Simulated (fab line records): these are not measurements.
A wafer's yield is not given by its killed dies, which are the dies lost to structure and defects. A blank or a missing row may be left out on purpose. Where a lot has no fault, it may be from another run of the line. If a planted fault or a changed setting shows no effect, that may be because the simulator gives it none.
A struck lot beside a sound one | flow sky130 | 16 out of 708 route steps
Sound: these wafers, L590.2, L590.3, L590.6. The struck wafers were L605.2, L605.3, L605.5. Last of all comes the cause.
Each step with rows lists, per side, the tool, then ch with its chambers, then its first start. Under that, the readings that differ: sound wafers | struck wafers | difference of the means | sigmas: that difference in standard deviations of wafers without a fault.
alike: readings with means less than 2 such deviations apart, plus words and numbers identical on both sides. not compared: withheld readings, readings lacking a value on some wafer, bounds such as >300 that could conceal the same value, and numbers that have no deviation in the record and whose values overlap.
Wherever a step has rows on one side only, a row that says differs or no value, or a row with sigmas, the two part there. Numbers that don't overlap but have no deviation are shown without sigmas and don't part them. A reading that every wafer of one side lacks parts them only if that side has two wafers or more.

SKY_METAL5_SPUTTER_03: material Ti, target thk 5 nm, time 3.3 s.
  sound: pvd_sputter-02 at day 43 15:09; struck: pvd_sputter-02 at day 47 10:17
  alike: throttle_valve_pct
SKY_METAL5_SPUTTER_04: material TiN, target thk 70 nm, time 58.3 s.
  sound: pvd_sputter-02 at day 43 15:10; struck: pvd_sputter-02 at day 47 10:18
  alike: throttle_valve_pct
SKY_METAL5_RS_MEAS_05: a four-point-probe measurement.
  sound: film_metro-02 at day 43 15:14; struck: film_metro-02 at day 47 10:22
  alike: METAL5_ALCU_RS
SKY_METAL5_THK_MEAS_06: measures by xrf.
  sound: film_metro-02 at day 43 15:21; struck: film_metro-02 at day 47 10:29
  alike: METAL5_ALCU_THK
then, 7 steps without rows for these wafers: SKY_METAL5_DEHYDRATE_07 (time 60 s); SKY_METAL5_HMDS_08 (prime time 60 s); SKY_METAL5_COAT_09 (resist thk 1800 nm); SKY_METAL5_SOFTBAKE_10 (time 60 s); SKY_METAL5_EXPOSE_11 (exposes mask MM5, target cd 1600 nm); SKY_METAL5_PEB_12; SKY_METAL5_DEVELOP_13 (develop time 60 s).
SKY_METAL5_DESCUM_14: chemistry O2, time 11 s.
  sound on rie_metal-04 ch 0,1, day 44 14:07; struck on rie_metal-04 ch 0,1, day 48 06:13
  alike: drypump_motor_current_A, oes_product_au
  not compared: rf_hours_counter_h
SKY_METAL5_METAL_ETCH_15: etches the open film in Cl2/BCl3, stops on SiO2, target depth 1260 nm, time 252 s.
  sound on rie_metal-04 ch 0,1, day 44 14:09; struck on rie_metal-04 ch 0,1, day 48 06:15
  reading                                     | sound             | struck            | difference | sigmas
  bias_w (W)                                  | 48.59 48.42 48.36 | 60.20 60.08 60.26 | +11.72     | +78
  model.NOVOLAK_of_METAL5_COAT_09.thk_nm (nm) | 1049 1029 1020    | 962.6 956.2 960.9 | -72.8      |
  model.SiO2_of_VIA4_HDPCVD_00.thk_nm (nm)    | 550.5 549.7 550.4 | 542.9 546.1 545   | -5.5       |
  alike: bcl3_flow_sccm, drypump_motor_current_A, oes_product_au, throttle_valve_pct
  not compared: rf_hours_counter_h
SKY_METAL5_STRIP_16: strips in O2/N2.
  sound on plasma_asher-01 ch 1, day 44 14:23; struck on plasma_asher-02 ch 0,1, day 48 06:29
  reading                      | sound             | struck            | difference | sigmas
  strip_time_to_endpoint_s (s) | 13.24 12.99 12.91 | 12.31 12.23 12.26 | -0.78      | -5
  alike: drypump_motor_current_A, oes_product_au
  not compared: rf_hours_counter_h
then, 1 step without rows for these wafers: SKY_METAL5_STRIP_17 (strips in post etch residue remover, time 1200 s).
SKY_PAD_OPEN_PROBE_99:
  sound: prober-02 at day 46 12:19; struck: prober-01 at day 49 21:35
  alike: defect_limited_yield, killed_at_M0_to_M3, killed_at_M4_up, killed_at_contacts, killed_at_front_end, killed_at_other, killed_dies, killed_open, killed_short, sort_bin_3_pad_short, sort_bin_5_function, sort_bin_6_memory, sort_n_pass, sort_yield_pct

WHERE THEY PART
At SKY_METAL5_METAL_ETCH_15 first; at SKY_METAL5_STRIP_16 last (within this record only). Later steps at which nothing parts them and some readings are alike: SKY_PAD_OPEN_PROBE_99.

WHY: what the simulator had put in
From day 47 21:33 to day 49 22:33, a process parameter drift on rie_metal-04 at SKY_METAL5_METAL_ETCH_15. The setting bias_w was moved by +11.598, starting from 48.5. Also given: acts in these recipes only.
